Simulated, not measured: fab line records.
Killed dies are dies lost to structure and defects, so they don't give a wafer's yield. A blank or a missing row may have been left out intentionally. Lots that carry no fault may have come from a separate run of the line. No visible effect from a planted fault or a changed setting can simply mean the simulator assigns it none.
A struck lot beside a sound one    flow gf180mcu    15 steps out of a route of 602
Sound: the wafers L178.3, L178.5, L178.6. Wafers struck: L191.1, L191.2, L191.5. The cause comes at the end.
Order at every step that has rows: each side's tool, ch and its chambers, its first start. Under that, the readings that differ: sound wafers    struck wafers    difference of the means    sigmas: that difference in standard deviations of wafers without a fault.
alike: readings with means less than 2 such deviations apart, plus words and numbers identical on both sides. not compared: withheld readings, readings lacking a value on some wafer, bounds such as >300 that could conceal the same value, and numbers that have no deviation in the record and whose values overlap.
A row with sigmas, a row that says differs or no value, or rows on one side alone: a step with any of these is where the two part. Non-overlapping numbers with no deviation appear without sigmas and do not part them. Lack of a reading on every wafer of one side parts them only where that side has two or more wafers.

first, 2 steps without rows for these wafers: GF_HV_LDD_PEB_44; GF_HV_LDD_DEVELOP_45 (develop time 60 s).
GF_HV_LDD_CD_MEAS_46 targets a cd of 400 nm.
  struck on cd-sem-02, day 17 13:55; sound on cd-sem-01, day 13 12:31
  alike: cd-nm
GF_HV_LDD_OVL_MEAS_47:
  struck on overlay-02, day 17 14:02; sound on overlay-01, day 13 12:37
  alike: HV_LDD_03_OVL
following that, these wafers have no rows for 1 step: GF_HV_LDD_IMPLANT_48.
GF_HV_LDD_STRIP_49: strips in O2/N2.
  sound on plasma-asher-01 ch 0,1, day 13 12:49; struck on plasma-asher-04 ch 0,1, day 17 14:13
reading                       sound              struck             difference  sigmas
strip-time-to-endpoint-s (s)  12.61 12.61 12.59  12.67 12.69 12.66  +0.07       +2
  alike: drypump-motor-current-A, heater-power-w, oes-product-au, platen-temp-c
  not compared: rf-hours-counter-h
GF_HV_LDD_TW_MEAS_50:
  struck on film-metro-03, day 17 14:19; sound on film-metro-01, day 13 12:54
  alike: HV_LDD_4_TW
then, 1 step without rows for these wafers: GF_HV_LDD_CLEAN_51 (cleans in SC1/SC2, time 150 s).
GF_HV_LDD_RTA_52: time 10 s.
  sound on rtp-anneal-02 ch 0, day 13 13:01; struck on rtp-anneal-01 ch 0, day 17 14:26
reading             sound     struck    difference  sigmas
lamp-power-pct (%)  40 40 40  29 29 29  -11         -2
  alike: wafer_temp_C_max
GF_HV_LDD_RS_MEAS_53: uses a four-point probe to measure.
  struck on film-metro-01, day 17 14:30; sound on film-metro-03, day 13 13:06
  alike: HV_LDD_RS
then, 1 step without rows for these wafers: GF_HV_LDD_CVD_54 (deposits SiO2 from TEOS, target thk 10 nm, time 75 s).
GF_HV_LDD_THK_MEAS_55:
  struck on film-metro-02, day 17 16:26; sound on film-metro-01, day 13 14:13
  alike: HV_LDD_CVD_54_THK
GF_HV_LDD_CVD_56: deposits Si3N4 from DCS/NH3, target thk 90 nm, time 1543 s.
  sound on lpcvd-01 ch 0, day 13 15:13; struck on lpcvd-01 ch 0, day 17 16:30
reading                                   sound              struck             difference  sigmas
model.Si3N4_of_HV_LDD_CVD_56.thk-nm (nm)  90.27 90.28 90.58  34.26 34.86 33.95  -56.02      
  alike: zone-power-upper-pct
GF_HV_LDD_THK_MEAS_57:
  struck on film-metro-03, day 17 18:13; sound on film-metro-03, day 13 16:40
reading                 sound           struck          difference  sigmas
HV_LDD_CVD_56_THK (nm)  90.2 90.2 90.6  34.3 34.9 33.9  -56.0       -69
  not compared: hold
following that, these wafers have no rows for 1 step: GF_PASSIVATION_PROBE_99.

## WHERE THEY PART
At GF_HV_LDD_STRIP_49 first; at GF_HV_LDD_THK_MEAS_57 last (within this record only).

WHY: what had been put in by the simulator
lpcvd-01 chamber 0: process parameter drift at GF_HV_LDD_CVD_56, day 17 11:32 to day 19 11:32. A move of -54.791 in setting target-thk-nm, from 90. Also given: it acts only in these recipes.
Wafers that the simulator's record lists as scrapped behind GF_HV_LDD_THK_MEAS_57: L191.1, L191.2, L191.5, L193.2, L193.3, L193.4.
